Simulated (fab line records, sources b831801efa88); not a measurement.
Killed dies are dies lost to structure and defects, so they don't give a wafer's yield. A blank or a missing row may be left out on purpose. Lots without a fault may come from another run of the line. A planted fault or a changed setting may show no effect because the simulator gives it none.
Chamber matching | flow sky130 | SKY_VIA4_ETCH_12 on rie_diel-04: 4 sister chambers
The step etches SiO2 in C4F8/O2/Ar, stops on TiN, target depth 580 nm. 8 wafers are shown with their chamber, then 12 later ones without.

WAFERS WITH THEIR CHAMBER
wafer  | chamber | oes_product_au (a.u.) | bias_w (W)
L078.1 | 2       | 0.928                 | 1202
L082.6 | 2       | 0.929                 | 1195
L083.3 | 1       | 0.932                 | 1201
L083.5 | 0       | 0.932                 | 1204
L083.6 | 3       | 0.918                 | 1205
L085.1 | 3       | 0.922                 | 1202
L085.5 | 1       | 0.919                 | 1198
L085.6 | 0       | 0.936                 | 1196

WAFERS WITHOUT THEIR CHAMBER
wafer  | oes_product_au (a.u.) | bias_w (W)
L086.1 | 0.921                 | 1198
L086.4 | 0.924                 | 1196
L086.5 | 0.921                 | 1205
L087.2 | 0.922                 | 1200
L087.3 | 0.922                 | 1202
L087.6 | 0.930                 | 1202
L092.2 | 0.923                 | 1202
L092.4 | 0.929                 | 1199
L092.6 | 0.914                 | 1198
L093.1 | 0.927                 | 1199
L093.2 | 0.927                 | 1198
L093.6 | 0.931                 | 1200

WHICH CHAMBER EACH WENT THROUGH
wafer  | from the rows above               | in truth
L086.1 | can't be placed: 1 or 3 or 2 or 0 | 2
L086.4 | can't be placed: 1 or 2 or 3 or 0 | 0
L086.5 | can't be placed: 3 or 1 or 2      | 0
L087.2 | can't be placed: 1 or 3 or 2 or 0 | 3
L087.3 | can't be placed: 3 or 1 or 2 or 0 | 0
L087.6 | can't be placed: 2 or 0 or 1 or 3 | 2
L092.2 | can't be placed: 3 or 1 or 2 or 0 | 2
L092.4 | can't be placed: 2 or 1 or 0 or 3 | 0
L092.6 | can't be placed: 3 or 1 or 2      | 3
L093.1 | can't be placed: 1 or 2 or 0 or 3 | 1
L093.2 | can't be placed: 2 or 1 or 0 or 3 | 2
L093.6 | can't be placed: 0 or 2 or 1 or 3 | 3
Placed correctly: 0 of 12. Can't be placed from these rows: 12 (the true chamber is among the candidates in 11). Placed wrongly: 0.
How it was worked out, from the rows above alone: a wafer's distance from a chamber is the root of the sum, over the readings, of the square of ((its reading less the chamber's mean) divided by the reading's scatter). The wafer belongs to the nearest chamber; if the next one is less than 2 further off, it can't be placed. A chamber's mean is the mean of its shown wafers. The scatter: the root of (the sum of the squares of (reading less its chamber's mean) over the shown wafers, divided by (wafers less chambers)).
